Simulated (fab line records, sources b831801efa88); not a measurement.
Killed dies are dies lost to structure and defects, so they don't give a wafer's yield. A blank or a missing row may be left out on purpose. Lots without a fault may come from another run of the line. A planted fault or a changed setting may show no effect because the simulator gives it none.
fab line records | flow sky130
record lots=6 wafers=18 last_day=50
route steps=708 shown CONTACT@426 METAL1@434 PAD_OPEN@708
lots that met no fault: from a run of the same line without faults
start_h: hours from the record's first day to the start of the lot's first wafer shown | wait_h: hours since the lot's step before | " the same as in the row above | L1.1+2: a row that stands for several wafers | - no value, or no start given | * or withheld: withheld | < > ~ a bound
route shown NAME@n: a module of which the file shows steps, and the number in the route of the first | usual: mean/standard deviation of fault-free wafers | same: alike in all rows | chamber/n: place in a boat | sites: the reading at each site | _std_site: their standard deviation | _edge_site: outer sites' mean less inner sites' | radius_mm: how far each site lies from the wafer's centre | mask NAME#n: copy n | behind: the tool/chamber that last shaped the wafer | hold: why the lot was held/for how many hours/how that ended | device: the transistor (n, p or np) that didn't switch | end of line: the same wafers' tests at the end of the route | a step without rows: its recipe alone | killed: dies lost to structure and defects at the first sort, not the wafer's yield | map: a wafer's dies, x killed, . not, _ none there
set.NAME: the setting as run; set.NAME@STEP: as run at that earlier step | model.NAME: the simulator's own value behind a step, which no gauge read
lots at some steps of the route; a table a step, a row a wafer
services: from which hour (start_h, from the record's first day; less than 0 if before it) a tool's chamber was out of use, for how many hours, and why
## steps
# step SKY_CONTACT_STRIP_20
# recipe chemistry=post_etch_residue_remover time_s=1200 temp_c=72.5
# step SKY_CONTACT_CLEAN_21
# recipe chemistry=IPA time_s=180 temp_c=25
# step SKY_CONTACT_CLEAN_22
# recipe chemistry=O3/DIW dry=n2_spin
# step SKY_CONTACT_SPUTTER_23
# recipe material=TiN target_thk_nm=20 chamber_pressure_pa=5 power_w=4000 time_s=80
# step SKY_CONTACT_CVD_24
# recipe material=W target_thk_nm=340 time_s=102.12 temp_c=400 pressure_torr=40
# step SKY_CONTACT_RS_MEAS_25
# recipe thk_meas_gauge=four-point-probe reads=W_of_CONTACT_CVD_24+TiN_of_CONTACT_SPUTTER_23
# usual CONTACT_W_RS=0.340/0.0035
# columns lot.wafer tool chamber start_h wait_h CONTACT_W_RS[ohm/sq]
L400.4 film_metro-01 - 792.39 0.1 0.338
L400.5 " - " " 0.337
L400.6 " - " " 0.334
L404.1 film_metro-04 - 827.64 0.1 0.340
L404.3 " - " " 0.338
L404.5 " - " " 0.335
L405.1 film_metro-01 - 833.50 0.1 0.339
L405.3 " - " " 0.336
L405.4 " - " " 0.343
L409.1 film_metro-01 - 866.29 0.1 0.341
L409.4 " - " " 0.337
L409.6 " - " " 0.342
L411.4 film_metro-01 - 874.17 0.1 0.347
L411.5 " - " " 0.342
L411.6 " - " " 0.343
L416.1 film_metro-04 - 912.32 0.1 0.340
L416.2 " - " " 0.336
L416.4 " - " " 0.339
# step SKY_CONTACT_THK_MEAS_26
# recipe thk_meas_gauge=xrf reads=W_of_CONTACT_CVD_24
# usual CONTACT_W_THK=337/4.6
# columns lot.wafer tool chamber start_h wait_h CONTACT_W_THK[nm]
L400.4 film_metro-01 - 792.48 0.1 345
L400.5 " - " " 344
L400.6 " - " " 350
L404.1 film_metro-04 - 827.76 0.1 337
L404.3 " - " " 338
L404.5 " - " " 340
L405.1 film_metro-01 - 833.62 0.1 338
L405.3 " - " " 342
L405.4 " - " " 335
L409.1 film_metro-01 - 866.41 0.1 336
L409.4 " - " " 340
L409.6 " - " " 338
L411.4 film_metro-01 - 874.26 0.1 333
L411.5 " - " " 336
L411.6 " - " " 335
L416.1 film_metro-04 - 912.44 0.1 338
L416.2 " - " " 341
L416.4 " - " " 336
# step SKY_CONTACT_CMP_27
# recipe stop_on=SiO2 t_overpolish_s=15 down_force_psi=3.5 platen_rpm=60 target_thk_nm=0 pad_velocity_m_s=0.94248
# usual head_pressure_psi=3.500/0.0085 motor_current_A=10.6/1.1 overpolish_run_s=15.000/0.0096 time_to_endpoint_s=80/4
# columns lot.wafer tool chamber start_h wait_h head_pressure_psi motor_current_A overpolish_run_s time_to_endpoint_s
L400.4 cmp-01 1 792.61 0.1 3.495 11.7 14.995 81
L400.6 " 3 " " 3.494 12.2 15.001 84
L400.5 " 0 " " 3.501 8.6 14.988 77
L404.3 cmp-02 1 827.82 0.0 3.493 9.6 15.004 81
L404.1 " 2 " " 3.491 11.4 15.023 75
L404.5 " 2 " " 3.505 10.8 15.009 78
L405.3 cmp-02 3 833.96 0.3 3.501 10.6 14.992 87
L405.1 " 0 " " 3.501 9.6 15.010 79
L405.4 " 2 " " 3.491 11.7 14.997 77
L409.4 cmp-01 2 866.87 0.4 3.483 11.8 15.007 80
L409.1 " 0 " " 3.504 8.8 15.003 81
L409.6 " 3 " " 3.518 12.0 14.994 88
L411.4 cmp-01 3 874.29 0.0 3.496 12.4 14.997 83
L411.5 " 3 " " 3.506 11.6 15.009 85
L411.6 " 0 " " 3.491 9.5 15.013 83
L416.1 cmp-01 1 912.50 0.1 3.516 11.4 14.998 81
L416.4 " 2 " " 3.498 11.6 14.984 78
L416.2 " 0 " " 3.502 9.5 14.994 82
# step SKY_METAL1_SPUTTER_00
# recipe material=Ti target_thk_nm=15 power_w=3000 time_s=10 chamber_pressure_pa=0.4
# usual cathode_dc_power_W=3000.0/0.55 chamber_pressure_pa=0.4000/0.00075 throttle_valve_pct=30.3/1
# columns lot.wafer tool chamber start_h wait_h cathode_dc_power_W chamber_pressure_pa throttle_valve_pct
L400.4 pvd_sputter-03 - 792.81 0.1 3000.2 0.3993 29.9
L400.5 " - " " 3001.1 0.3982 32.3
L400.6 " - " " 2999.7 0.4001 30.0
L404.1 pvd_sputter-03 - 828.12 0.2 3000.0 0.4004 29.7
L404.3 " - " " 2999.8 0.3992 31.1
L404.5 " - " " 2999.5 0.4006 29.2
L405.1 pvd_sputter-03 - 834.26 0.2 3001.1 0.4001 31.3
L405.3 " - " " 3000.2 0.4000 32.4
L405.4 " - " " 2999.9 0.3994 30.3
L409.1 pvd_sputter-01 - 867.17 0.1 3000.8 0.4015 29.9
L409.4 " - " " 2999.5 0.4009 29.0
L409.6 " - " " 3000.1 0.3999 30.4
L411.4 pvd_sputter-03 - 874.59 0.2 2999.6 0.3996 32.2
L411.5 " - " " 2999.7 0.3998 31.3
L411.6 " - " " 2999.7 0.3994 29.6
L416.1 pvd_sputter-02 - 912.80 0.2 3000.3 0.3997 29.0
L416.2 " - " " 3000.0 0.3987 31.3
L416.4 " - " " 3001.0 0.3999 30.0
# step SKY_METAL1_SPUTTER_01
# recipe material=TiN target_thk_nm=20 power_w=6500 time_s=16.7 chamber_pressure_pa=0.4
# usual cathode_dc_power_W=6500.0/1.1 chamber_pressure_pa=0.4000/0.0008 throttle_valve_pct=30.3/1.1
# columns lot.wafer tool chamber start_h wait_h cathode_dc_power_W chamber_pressure_pa throttle_valve_pct
L400.4 pvd_sputter-03 - 792.83 0.0 6498.8 0.3994 30.0
L400.5 " - " " 6500.1 0.4006 32.1
L400.6 " - " " 6500.2 0.4001 30.3
L404.1 pvd_sputter-03 - 828.15 0.0 6500.2 0.3998 29.2
L404.3 " - " " 6501.2 0.4023 31.1
L404.5 " - " " 6500.1 0.4002 29.4
L405.1 pvd_sputter-03 - 834.28 0.0 6500.0 0.4011 31.2
L405.3 " - " " 6498.0 0.3997 32.2
L405.4 " - " " 6500.4 0.4004 30.3
L409.1 pvd_sputter-01 - 867.19 0.0 6501.6 0.4012 30.2
L409.4 " - " " 6502.5 0.4006 29.0
L409.6 " - " " 6497.9 0.4008 30.2
L411.4 pvd_sputter-03 - 874.62 0.0 6500.6 0.4015 32.5
L411.5 " - " " 6498.6 0.3993 31.4
L411.6 " - " " 6498.1 0.3996 29.4
L416.1 pvd_sputter-02 - 912.82 0.0 6500.3 0.4002 29.2
L416.2 " - " " 6500.8 0.3983 31.1
L416.4 " - " " 6502.0 0.3998 29.8
# step SKY_METAL1_SPUTTER_02
# recipe material=AlCu target_thk_nm=250 power_w=10600 time_s=13.3 chamber_pressure_pa=0.4
# usual cathode_dc_power_W=10600/1.9 chamber_pressure_pa=0.3999/0.00079 throttle_valve_pct=30.3/1.1
# columns lot.wafer tool chamber start_h wait_h cathode_dc_power_W chamber_pressure_pa throttle_valve_pct
L400.4 pvd_sputter-03 - 792.86 0.0 10602 0.3987 30.6
L400.5 " - " " 10597 0.3989 32.3
L400.6 " - " " 10601 0.3987 30.0
L404.1 pvd_sputter-03 - 828.18 0.0 10599 0.4003 29.4
L404.3 " - " " 10599 0.4003 31.3
L404.5 " - " " 10600 0.4002 29.4
L405.1 pvd_sputter-03 - 834.30 0.0 10596 0.3993 31.1
L405.3 " - " " 10599 0.4000 32.2
L405.4 " - " " 10601 0.4013 30.1
L409.1 pvd_sputter-01 - 867.22 0.0 10600 0.4002 29.9
L409.4 " - " " 10600 0.3995 28.8
L409.6 " - " " 10601 0.4010 30.7
L411.4 pvd_sputter-03 - 874.64 0.0 10600 0.3989 32.4
L411.5 " - " " 10604 0.4011 31.6
L411.6 " - " " 10600 0.4009 29.4
L416.1 pvd_sputter-02 - 912.85 0.0 10597 0.3992 29.0
L416.2 " - " " 10601 0.3997 30.8
L416.4 " - " " 10601 0.4009 29.9
# step SKY_METAL1_SPUTTER_03
# recipe material=Ti target_thk_nm=5 power_w=3000 time_s=3.3 chamber_pressure_pa=0.4
# usual cathode_dc_power_W=3000.0/0.52 chamber_pressure_pa=0.4000/0.0011 throttle_valve_pct=30.3/1.1
# columns lot.wafer tool chamber start_h wait_h cathode_dc_power_W chamber_pressure_pa throttle_valve_pct
L400.4 pvd_sputter-03 - 792.88 0.0 3000.1 0.3997 30.1
L400.5 " - " " 2999.9 0.3997 32.4
L400.6 " - " " 3000.8 0.3986 30.1
L404.1 pvd_sputter-03 - 828.21 0.0 2999.9 0.4009 29.4
L404.3 " - " " 2999.4 0.3994 31.5
L404.5 " - " " 3000.1 0.4013 29.5
L405.1 pvd_sputter-03 - 834.33 0.0 3000.0 0.4001 31.2
L405.3 " - " " 2999.7 0.4010 32.4
L405.4 " - " " 2999.9 0.3992 30.2
L409.1 pvd_sputter-01 - 867.24 0.0 3000.3 0.4012 30.0
L409.4 " - " " 3000.3 0.3992 28.7
L409.6 " - " " 2999.4 0.4000 30.6
L411.4 pvd_sputter-03 - 874.67 0.0 2999.0 0.3996 32.2
L411.5 " - " " 2999.1 0.4010 31.1
L411.6 " - " " 3000.2 0.4002 29.5
L416.1 pvd_sputter-02 - 912.87 0.0 2999.2 0.3999 29.2
L416.2 " - " " 3000.7 0.3992 31.0
L416.4 " - " " 2999.8 0.4002 29.9
# step SKY_METAL1_SPUTTER_04
# recipe material=TiN target_thk_nm=70 power_w=6500 time_s=58.3 chamber_pressure_pa=0.4
# usual cathode_dc_power_W=6499.9/1.1 chamber_pressure_pa=0.4000/0.00087 throttle_valve_pct=30.3/1.1
# columns lot.wafer tool chamber start_h wait_h cathode_dc_power_W chamber_pressure_pa throttle_valve_pct
L400.4 pvd_sputter-03 - 792.90 0.0 6500.6 0.4003 29.9
L400.5 " - " " 6498.7 0.3994 32.2
L400.6 " - " " 6499.5 0.3990 30.2
L404.1 pvd_sputter-03 - 828.23 0.0 6499.3 0.4004 29.6
L404.3 " - " " 6502.3 0.3990 31.5
L404.5 " - " " 6500.0 0.4002 29.4
L405.1 pvd_sputter-03 - 834.35 0.0 6498.9 0.4010 31.2
L405.3 " - " " 6500.5 0.4009 32.5
L405.4 " - " " 6501.8 0.3995 30.3
L409.1 pvd_sputter-01 - 867.26 0.0 - - -
L409.4 " - " " - - -
L409.6 " - " " - - -
L411.4 pvd_sputter-03 - 874.68 0.0 - - -
L411.5 " - " " - - -
L411.6 " - " " - - -
L416.1 pvd_sputter-02 - 912.89 0.0 6499.3 0.3991 29.2
L416.2 " - " " 6501.1 0.3990 31.0
L416.4 " - " " 6501.1 0.3987 30.2
# step SKY_METAL1_RS_MEAS_05
# recipe thk_meas_gauge=four-point-probe reads=TiN_of_METAL1_SPUTTER_04+Ti_of_METAL1_SPUTTER_03+AlCu_of_METAL1_SPUTTER_02+TiN_of_METAL1_SPUTTER_01+Ti_of_METAL1_SPUTTER_00
# usual METAL1_ALCU_RS=0.1265/0.0013
# columns lot.wafer tool chamber start_h wait_h METAL1_ALCU_RS[ohm/sq]
L400.4 film_metro-01 - 793.01 0.1 0.1263
L400.5 " - " " 0.1250
L400.6 " - " " 0.1257
L404.1 film_metro-04 - 828.28 0.0 0.1255
L404.3 " - " " 0.1278
L404.5 " - " " 0.1250
L405.1 film_metro-01 - 834.40 0.0 0.1270
L405.3 " - " " 0.1257
L405.4 " - " " 0.1242
L409.1 film_metro-04 - 867.31 0.0 0.1301
L409.4 " - " " 0.1280
L409.6 " - " " 0.1284
L411.4 film_metro-04 - 874.79 0.1 0.1254
L411.5 " - " " 0.1267
L411.6 " - " " 0.1262
L416.1 film_metro-03 - 912.94 0.0 0.1261
L416.2 " - " " 0.1266
L416.4 " - " " 0.1277
# step SKY_METAL1_THK_MEAS_06
# recipe thk_meas_gauge=xrf reads=AlCu_of_METAL1_SPUTTER_02
# usual METAL1_ALCU_THK=254.7/2.9
# columns lot.wafer tool chamber start_h wait_h METAL1_ALCU_THK[nm]
L400.4 film_metro-01 - 793.10 0.1 255.0
L400.5 " - " " 255.1
L400.6 " - " " 253.4
L404.1 film_metro-04 - 828.40 0.1 256.1
L404.3 " - " " 250.7
L404.5 " - " " 259.2
L405.1 film_metro-01 - 834.52 0.1 252.8
L405.3 " - " " 256.7
L405.4 " - " " 258.9
L409.1 film_metro-04 - 867.43 0.1 288.2
L409.4 " - " " 292.7
L409.6 " - " " 291.4
L411.4 film_metro-04 - 874.88 0.1 297.2
L411.5 " - " " 295.6
L411.6 " - " " 294.9
L416.1 film_metro-03 - 913.06 0.1 254.5
L416.2 " - " " 253.4
L416.4 " - " " 253.8
# step SKY_METAL1_DEHYDRATE_07
# recipe temp_c=200 time_s=60
# step SKY_PAD_OPEN_PROBE_99
# usual defect_limited_yield=82.5/2.1 killed_at_M0_to_M3=44/7.3 killed_at_M4_up=3.4/1.8 killed_at_contacts=24/5.8 killed_at_front_end=15/4.9 killed_at_other=0.4/0.63 killed_dies=86/11 killed_on_rim=17/3.8 killed_open=47/8 killed_short=39/6.5 sort_bin_3_pad_short=0.9/0.38 sort_bin_5_function=10.4/1.6 sort_bin_6_memory=6.2/1.2 sort_n_pass=406/11 sort_yield_pct=82.5/2.1
# same gross_dies=492 killed_at_back_side=0 sort_bin_4_leakage[%]=0 sort_bin_8_speed[%]=0
# columns lot.wafer tool chamber start_h wait_h defect_limited_yield[%] killed_at_M0_to_M3 killed_at_M4_up killed_at_contacts killed_at_front_end killed_at_other killed_dies killed_on_rim killed_open killed_short sort_bin_3_pad_short[%] sort_bin_5_function[%] sort_bin_6_memory[%] sort_n_pass sort_yield_pct[%] model.etest.via1_chain.rc_ohm
L400.4 prober-01 - 1119.08 0.2 81.9 38 5 29 17 0 89 16 54 34 1.2 11.2 5.7 403 81.9 17.09
L400.5 prober-01 - 1119.13 0.2 84.3 36 4 19 16 2 77 14 42 34 0 10.2 5.5 415 84.3 18.14
L400.6 prober-01 - 1119.18 0.2 82.7 35 3 28 19 0 85 11 39 43 0.8 11.4 5.1 407 82.7 16.61
L404.1 prober-02 - 1145.21 0.1 79.3 48 6 31 17 0 102 21 51 50 1.4 11.4 7.9 390 79.3 16.98
L404.3 prober-02 - 1145.31 0.2 79.3 57 4 23 18 0 102 18 47 55 0.6 11.0 9.1 390 79.3 15.85
L404.5 prober-02 - 1145.41 0.2 82.3 45 2 25 15 0 87 14 48 38 1.8 7.9 7.9 405 82.3 17.04
L405.1 prober-01 - 1150.45 0.1 88.2 33 3 11 11 0 58 7 25 33 0.4 6.5 4.9 434 88.2 15.68
L405.3 prober-01 - 1150.55 0.2 86.0 35 3 27 4 0 69 11 36 33 0.6 9.6 3.9 423 86.0 15.67
L405.4 prober-01 - 1150.60 0.2 83.5 35 3 34 9 0 81 14 43 38 0.6 8.9 6.9 411 83.5 15.71
L409.1 prober-02 - 1172.98 0.1 78.5 53 2 29 22 0 106 19 61 45 1.2 12.4 7.9 386 78.5 26.78
L409.4 prober-02 - 1173.13 0.2 81.1 48 2 21 19 3 93 15 53 40 0.4 12.8 5.7 399 81.1 25.22
L409.6 prober-02 - 1173.23 0.2 79.7 47 3 28 22 0 100 16 64 36 0.4 13.2 6.7 392 79.7 26.15
L411.4 prober-01 - 1177.50 0.2 83.3 34 3 28 17 0 82 13 59 22 0.6 10.4 5.7 410 83.3 26.27
L411.5 prober-01 - 1177.55 0.2 80.9 35 4 42 13 0 94 22 58 35 0.6 14.0 4.5 398 80.9 27.32
L411.6 prober-01 - 1177.60 0.2 81.5 47 1 27 16 0 91 17 45 45 1.6 10.6 6.3 401 81.5 27.21
L416.1 prober-01 - 1200.56 0.1 82.7 34 5 27 19 0 85 15 39 46 0.8 10.2 6.3 407 82.7 15.99
L416.2 prober-01 - 1200.61 0.1 85.0 33 3 24 14 0 74 15 38 36 0.6 7.7 6.7 418 85.0 16.42
L416.4 prober-01 - 1200.71 0.2 81.5 49 2 28 12 0 91 12 50 41 1.0 10.4 7.1 401 81.5 15.67
# killed by level:class
L400.4 CONTACT:geometric_particle:open=11 VIA1:geometric_particle:open=8 POLY_GATE:geometric_particle:open=8 LI_CONTACT:geometric_particle:open=8 VIA3:geometric_particle:open=7 VIA1:geometric_particle:short=6 LOCAL_INTERCONNECT:geometric_particle:short=4 LI_CONTACT:geometric_particle:short=4
L400.5 CONTACT:geometric_particle:open=8 METAL1:geometric_particle:short=6 VIA3:geometric_particle:open=6 CONTACT:geometric_particle:short=5 METAL2:geometric_particle:short=5 VIA2:geometric_particle:short=5 FIELD_ISO:geometric_particle:open=4 LI_CONTACT:geometric_particle:open=4
L400.6 CONTACT:geometric_particle:open=9 LOCAL_INTERCONNECT:geometric_particle:short=7 VIA2:geometric_particle:open=7 VIA1:geometric_particle:open=6 FIELD_ISO:geometric_particle:short=5 POLY_GATE:geometric_particle:short=4 LI_CONTACT:geometric_particle:open=4 LI_CONTACT:geometric_particle:short=4
L404.1 CONTACT:geometric_particle:open=12 VIA1:geometric_particle:open=9 LI_CONTACT:geometric_particle:open=8 METAL2:geometric_particle:short=8 LOCAL_INTERCONNECT:geometric_particle:short=6 VIA2:geometric_particle:short=6 VIA1:geometric_particle:short=6 VIA2:geometric_particle:open=6
L404.3 METAL2:geometric_particle:short=12 CONTACT:geometric_particle:open=9 VIA1:geometric_particle:open=9 FIELD_ISO:geometric_particle:open=6 METAL1:geometric_particle:short=6 VIA2:geometric_particle:open=6 VIA3:geometric_particle:open=6 VIA1:geometric_particle:short=5
L404.5 CONTACT:geometric_particle:open=12 VIA1:geometric_particle:short=10 VIA1:geometric_particle:open=10 LI_CONTACT:geometric_particle:open=7 FIELD_ISO:geometric_particle:open=5 FIELD_ISO:geometric_particle:short=4 CONTACT:geometric_particle:short=4 VIA3:geometric_particle:short=4
L405.1 METAL1:geometric_particle:short=5 VIA2:geometric_particle:open=5 VIA3:geometric_particle:open=5 FIELD_ISO:geometric_particle:open=4 LOCAL_INTERCONNECT:geometric_particle:short=4 CONTACT:geometric_particle:open=4 METAL2:geometric_particle:short=4 VIA1:geometric_particle:short=3
L405.3 CONTACT:geometric_particle:open=11 VIA1:geometric_particle:open=6 LOCAL_INTERCONNECT:geometric_particle:short=5 VIA2:geometric_particle:open=5 LI_CONTACT:geometric_particle:open=4 CONTACT:geometric_particle:short=4 METAL1:geometric_particle:short=4 VIA1:geometric_particle:short=4
L405.4 CONTACT:geometric_particle:open=10 VIA1:geometric_particle:open=8 LI_CONTACT:geometric_particle:short=7 VIA1:geometric_particle:short=6 CONTACT:geometric_particle:short=6 METAL2:geometric_particle:short=6 LI_CONTACT:geometric_particle:open=5 LOCAL_INTERCONNECT:geometric_particle:short=5
L409.1 CONTACT:geometric_particle:open=12 VIA3:geometric_particle:open=12 VIA1:geometric_particle:open=8 FIELD_ISO:geometric_particle:open=7 LI_CONTACT:geometric_particle:open=7 POLY_GATE:geometric_particle:short=6 CONTACT:geometric_particle:short=6 METAL2:geometric_particle:short=6
L409.4 VIA1:geometric_particle:open=11 VIA2:geometric_particle:open=10 CONTACT:geometric_particle:open=8 FIELD_ISO:geometric_particle:open=6 FIELD_ISO:geometric_particle:short=5 LI_CONTACT:geometric_particle:open=5 VIA2:geometric_particle:short=5 CONTACT:geometric_particle:short=5
L409.6 VIA1:geometric_particle:open=15 CONTACT:geometric_particle:open=11 LI_CONTACT:geometric_particle:open=11 VIA1:geometric_particle:short=8 POLY_GATE:geometric_particle:open=6 POLY_GATE:geometric_particle:short=6 VIA2:geometric_particle:open=6 VIA3:geometric_particle:open=6
L411.4 CONTACT:geometric_particle:open=14 VIA1:geometric_particle:open=10 LI_CONTACT:geometric_particle:open=8 VIA3:geometric_particle:open=7 FIELD_ISO:geometric_particle:open=6 VIA2:geometric_particle:open=6 POLY_GATE:geometric_particle:open=4 POLY_GATE:geometric_particle:short=3
L411.5 LI_CONTACT:geometric_particle:open=14 CONTACT:geometric_particle:open=12 VIA1:geometric_particle:open=7 METAL1:geometric_particle:short=7 VIA2:geometric_particle:open=7 FIELD_ISO:geometric_particle:open=6 LOCAL_INTERCONNECT:geometric_particle:short=6 CONTACT:geometric_particle:short=5
L411.6 LI_CONTACT:geometric_particle:open=9 VIA2:geometric_particle:open=9 VIA1:geometric_particle:open=9 VIA1:geometric_particle:short=8 CONTACT:geometric_particle:open=7 METAL1:geometric_particle:short=7 FIELD_ISO:geometric_particle:short=6 METAL2:geometric_particle:short=6
L416.1 LOCAL_INTERCONNECT:geometric_particle:short=8 VIA1:geometric_particle:open=7 CONTACT:geometric_particle:open=7 METAL1:geometric_particle:short=7 FIELD_ISO:geometric_particle:short=5 FIELD_ISO:geometric_particle:open=5 LI_CONTACT:geometric_particle:open=5 VIA1:geometric_particle:short=4
L416.2 METAL1:geometric_particle:short=9 LI_CONTACT:geometric_particle:open=8 CONTACT:geometric_particle:open=7 VIA1:geometric_particle:open=6 CONTACT:geometric_particle:short=5 FIELD_ISO:geometric_particle:open=4 FIELD_ISO:geometric_particle:short=3 SPACER:geometric_particle:open=3
L416.4 VIA1:geometric_particle:open=11 LI_CONTACT:geometric_particle:open=10 CONTACT:geometric_particle:open=9 VIA2:geometric_particle:open=7 VIA2:geometric_particle:short=6 VIA3:geometric_particle:short=6 VIA1:geometric_particle:short=5 LOCAL_INTERCONNECT:geometric_particle:short=4
## services
# columns tool chamber start_h hours kind
cmp-02 - 775.60 3.1 repair
cmp-01 - 793.64 3.1 repair
cmp-01 - 813.94 20.4 pm
cmp-02 - 846.09 0.5 repair
cmp-01 - 852.52 1.3 repair
cmp-01 - 861.66 0.2 repair
cmp-02 - 871.81 4.7 pm
cmp-01 - 873.86 0.3 repair
cmp-02 - 880.40 4.4 repair
pvd_sputter-02 - 890.41 2.5 repair
## key
first_sign step=SKY_METAL1_SPUTTER_04 reading=tool_record direction=missing
effect step=SKY_METAL1_THK_MEAS_06 reading=METAL1_ALCU_THK direction=up sigmas=13 usual=254.7 struck=293.3
model_effect step=SKY_PAD_OPEN_PROBE_99 value=etest.via1_chain.rc_ohm without=16.2 struck=26.49
met_at SKY_METAL1_SPUTTER_04
struck_wafers L409.1,L409.4,L409.6,L411.4,L411.5,L411.6
onset_between 834.35 867.26
fault kind=skipped_step_whole tool=pvd_sputter-01,pvd_sputter-03 chamber=- onset_h=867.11 steps=SKY_METAL1_SPUTTER_04 scope=struck_lots_only
